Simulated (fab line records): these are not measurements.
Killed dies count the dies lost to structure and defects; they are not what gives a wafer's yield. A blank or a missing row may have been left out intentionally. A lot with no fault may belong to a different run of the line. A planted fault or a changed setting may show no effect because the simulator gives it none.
A single fault, viewed from 2 desks || flow gf180mcu || only its own numbers are on each desk; what lay behind them is given at the end

FROM THE METROLOGY DESK
What the gauges read, lot by lot, whatever tool the lot ran on: means of the sampled wafers that have a number. Any lot whose mean is over 4 standard deviations away from the usual mean is out of limits and marked OUT; that distance is given in the brackets.
Columns: A = CONTACT_W_THK at GF_CONTACT_THK_MEAS_26, usual 315 nm; B = cd_nm at GF_M1_CD_MEAS_14, usual 229.7 nm
{"lot": "L802", "first seen here": "day 16 06:02", "A": 307, "B": 228.4}
{"lot": "L803", "first seen here": "day 16 13:11", "A": 315, "B": 229.5}
{"lot": "L805", "first seen here": "day 17 05:20", "A": 313, "B": 229.9}
{"lot": "L806", "first seen here": "day 17 15:56", "A": 311, "B": 227.5}
{"lot": "L810", "first seen here": "day 19 06:56", "A": 318, "B": 230.5}
{"lot": "L811", "first seen here": "day 19 13:53", "A": 316, "B": 234.0}
{"lot": "L812", "first seen here": "day 19 21:49", "A": 313, "B": 230.0}
{"lot": "L816", "first seen here": "day 21 08:48", "A": 321, "B": "234.9 (+4.7) OUT"}
{"lot": "L817", "first seen here": "day 21 17:49", "A": 319, "B": 233.5}
{"lot": "L818", "first seen here": "day 22 01:33", "A": 318, "B": 233.1}
{"lot": "L822", "first seen here": "day 23 04:15", "A": 324, "B": 228.2}
{"lot": "L823", "first seen here": "day 23 20:06", "A": 316, "B": 230.1}
This desk's finding: out of limits on L816; first on L816, day 22 09:07 (cd_nm at GF_M1_CD_MEAS_14). Within limits: L802, L803, L805, L806, L810, L811, L812, L817, L818, L822, L823.

TOOL OWNER'S DESK, krf_scanner-02
The tool's own readings at GF_M1_EXPOSE_11 (exposes mask Metal1, target cd 230 nm): means of the sampled wafers that have a number, for each lot that ran on this tool. Any lot whose mean is over 4 standard deviations away from the usual mean is out of limits and marked OUT; that distance is given in the brackets.
Columns: A = exposure_dose_mJ_cm2 at GF_M1_EXPOSE_11, usual 27.97
{"lot": "L802", "first seen here": "day 16 17:50", "A": 28.02}
{"lot": "L805", "first seen here": "day 17 17:20", "A": 27.99}
{"lot": "L810", "first seen here": "day 19 19:57", "A": 27.95}
{"lot": "L811", "first seen here": "day 20 02:30", "A": "27.03 (-29) OUT"}
{"lot": "L816", "first seen here": "day 21 21:14", "A": "27.20 (-23) OUT"}
{"lot": "L817", "first seen here": "day 22 06:07", "A": "27.25 (-22) OUT"}
{"lot": "L818", "first seen here": "day 22 13:42", "A": "27.39 (-18) OUT"}
This desk's finding: out of limits on L811, L816, L817, L818; first on L811, day 20 02:30 (exposure_dose_mJ_cm2 at GF_M1_EXPOSE_11). Within limits: L802, L805, L810.

TAKEN TOGETHER
The tool owner's desk could have raised an alarm at day 20 02:30, on L811, L816, L817, L818.
An alarm was possible from the metrology desk at day 22 09:07, on L816.
The metrology desk holds a record of L811, L817, L818, inside its limits.
GF_M1_EXPOSE_11 was run on krf_scanner-02 by each of the lots named.

WHAT WAS PUT IN BY THE SIMULATOR
Process parameter drift: krf_scanner-02, from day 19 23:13 on, at GF_M1_EXPOSE_11. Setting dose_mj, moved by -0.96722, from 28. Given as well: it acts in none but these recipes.
Struck lots among those shown: L811, L816, L817, L818.
Time in hours from fault onset to the first out-of-limits reading at each desk: tool owner's desk 3, metrology desk 58.
